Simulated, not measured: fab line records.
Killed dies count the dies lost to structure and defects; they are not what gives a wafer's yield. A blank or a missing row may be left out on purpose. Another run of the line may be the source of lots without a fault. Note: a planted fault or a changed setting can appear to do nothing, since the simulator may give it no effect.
Which tool was responsible? ; flow sky130 ; 12 lots (36 wafers sampled), 1 step of a 708-step route

== WHAT EACH GAUGE READ, for each wafer ==
SKY_CONTACT_THK_MEAS_26: measures by xrf.
lot;measured;on;CONTACT_W_THK (nm)
L075;day 32 18:41;film_metro-03;341 338 329
L077;day 32 21:02;film_metro-03;336 323 328
L078;day 33 03:56;film_metro-03;333 340 332
L081;day 34 00:08;film_metro-02;330 332 334
L084;day 34 15:04;film_metro-01;342 336 343
L085;day 34 21:11;film_metro-03;333 336 334
L087;day 35 23:34;film_metro-02;343 343 342
L089;day 36 08:56;film_metro-01;340 326 325
L091;day 37 00:14;film_metro-02;341 332 336
L093;day 37 20:35;film_metro-01;328 333 330
L095;day 39 01:53;film_metro-02;340 339 346
L096;day 39 19:12;film_metro-03;339 340 327

== WHICH TOOL RAN EACH LOT (tool, then ch and the chambers of the sampled wafers, then the start) ==
Record: no process step prior to these readings.

== THE ANSWER, worked out from the rows above alone ==
Rule: what is usual is taken from the lots themselves. The widest of any qualifying gaps counts: lots, ordered by their means at a reading, are off when they make up no more than a third of the lots, leave a main group of 4 or more, and stand apart from it by 3 or more times the standard deviation of that group's means. A main group is skipped when, at the precision printed for the reading in the tables above, its means are all equal. A lot without any number at a reading at which 4 lots or more have one is off too. All remaining lots with rows at the step are treated as sound.
Across all readings shown, no lot is off: no conclusion can be drawn from this.

== WHAT WAS PUT IN BY THE SIMULATOR ==
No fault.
